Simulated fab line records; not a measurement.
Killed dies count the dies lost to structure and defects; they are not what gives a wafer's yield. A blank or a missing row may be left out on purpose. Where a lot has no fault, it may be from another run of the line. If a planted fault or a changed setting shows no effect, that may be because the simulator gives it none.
Chamber matching || flow sky130 || rieSi-02 running SKY_FIELD_ISO_ETCH_17: 3 sister chambers
The step etches Si in HBr/Cl2/O2, target depth 342 nm, time 97.7 s. 6 wafers are shown with their chamber, then 4 later ones without.

## WAFERS PAIRED WITH THEIR CHAMBERS
{"wafer": "L619.6", "chamber": 0, "drypumpMotorCurrentA (A)": 6.0, "oesProductAu (a.u.)": 0.997}
{"wafer": "L622.2", "chamber": 0, "drypumpMotorCurrentA (A)": 5.9, "oesProductAu (a.u.)": 0.999}
{"wafer": "L625.6", "chamber": 2, "drypumpMotorCurrentA (A)": 6.0, "oesProductAu (a.u.)": 0.998}
{"wafer": "L626.3", "chamber": 2, "drypumpMotorCurrentA (A)": 6.0, "oesProductAu (a.u.)": 1.006}
{"wafer": "L626.6", "chamber": 3, "drypumpMotorCurrentA (A)": 5.7, "oesProductAu (a.u.)": 1.001}
{"wafer": "L628.3", "chamber": 3, "drypumpMotorCurrentA (A)": 5.7, "oesProductAu (a.u.)": 1.006}

## WAFERS WHOSE CHAMBER IS MISSING
{"wafer": "L630.2", "drypumpMotorCurrentA (A)": 6.0, "oesProductAu (a.u.)": 1.001}
{"wafer": "L630.4", "drypumpMotorCurrentA (A)": 6.0, "oesProductAu (a.u.)": 0.999}
{"wafer": "L640.1", "drypumpMotorCurrentA (A)": 6.0, "oesProductAu (a.u.)": 1.005}
{"wafer": "L640.4", "drypumpMotorCurrentA (A)": 5.7, "oesProductAu (a.u.)": 0.999}

## WHICH CHAMBER EACH ONE RAN IN
{"wafer": "L630.2", "from the rows above": "can't be placed: 2 or 0", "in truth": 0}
{"wafer": "L630.4", "from the rows above": "can't be placed: 2 or 0", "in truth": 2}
{"wafer": "L640.1", "from the rows above": "can't be placed: 2 or 0", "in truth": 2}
{"wafer": "L640.4", "from the rows above": 3, "in truth": 3}
Placed correctly: 1 of 4. Unplaceable from these rows: 3, with the true chamber sitting among the candidates in 3. Number placed wrongly: 0.
How it was worked out, from the rows above alone: a wafer's distance from a chamber is the root of the sum, over the readings, of the square of ((its reading less the chamber's mean) divided by the reading's scatter). The wafer belongs to the nearest chamber; if the next one is less than 2 further off, it can't be placed. For every chamber, the mean is computed from those of its wafers that are shown. The scatter is the square root of a quotient: the sum, over the shown wafers, of each reading's squared deviation from its chamber's mean, divided by wafers minus chambers.
